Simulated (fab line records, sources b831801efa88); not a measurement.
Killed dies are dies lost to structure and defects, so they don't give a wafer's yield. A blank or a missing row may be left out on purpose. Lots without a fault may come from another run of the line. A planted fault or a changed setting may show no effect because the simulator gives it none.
Chamber matching | flow sky130 | SKY_VIA2_CMP_02 on cmp-02: 4 sister chambers
The step polishes SiO2. 22 wafers are shown with their chamber, then 11 later ones without.

WAFERS WITH THEIR CHAMBER
wafer  | chamber | motor_current_A (A)
L076.3 | 3       | 14.7
L076.4 | 0       | 11.6
L076.6 | 0       | 12.1
L076.1 | 2       | 10.4
L076.2 | 1       | 12.0
L076.5 | 3       | 14.5
L078.2 | 2       | 10.8
L078.4 | 0       | 11.9
L078.6 | 0       | 11.9
L081.2 | 0       | 12.2
L081.3 | 1       | 12.1
L081.5 | 0       | 11.7
L082.1 | 2       | 10.3
L082.5 | 3       | 15.3
L082.6 | 0       | 12.1
L084.1 | 3       | 14.9
L084.2 | 2       | 10.4
L084.6 | 1       | 12.4
L085.1 | 3       | 14.6
L085.3 | 2       | 10.2
L085.4 | 1       | 12.4
L087.1 | 0       | 11.7

SIGNATURES (means of the wafers above)
reading         | chamber 0 | chamber 1 | chamber 2 | chamber 3 | scatter within a chamber
motor_current_A | 11.900    | 12.225    | 10.420    | 14.800    | 0.244
Rule: a wafer's distance from a chamber is the root of the sum, over the readings, of the square of ((its reading less the chamber's mean) divided by the reading's scatter). The wafer belongs to the nearest chamber; if the next one is less than 2 further off, it can't be placed. The scatter: the root of (the sum of the squares of (reading less its chamber's mean) over the shown wafers, divided by (wafers less chambers)).

WAFERS WITHOUT THEIR CHAMBER
wafer  | motor_current_A (A)
L087.5 | 10.0
L087.6 | 13.3
L089.1 | 14.3
L089.2 | 13.6
L089.6 | 12.0
L092.1 | 10.3
L092.4 | 14.4
L092.5 | 13.5
L093.4 | 11.6
L093.5 | 9.8
L093.6 | 14.8

WHICH CHAMBER EACH WENT THROUGH
wafer  | from the rows above          | in truth
L087.5 | 2                            | 2
L087.6 | can't be placed: 1 or 0 or 3 | 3
L089.1 | 3                            | 3
L089.2 | can't be placed: 3 or 1      | 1
L089.6 | can't be placed: 0 or 1      | 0
L092.1 | 2                            | 2
L092.4 | 3                            | 3
L092.5 | can't be placed: 1 or 3 or 0 | 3
L093.4 | can't be placed: 0 or 1      | 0
L093.5 | 2                            | 2
L093.6 | 3                            | 3
Placed correctly: 6 of 11. Can't be placed from these rows: 5 (the true chamber is among the candidates in 5). Placed wrongly: 0.
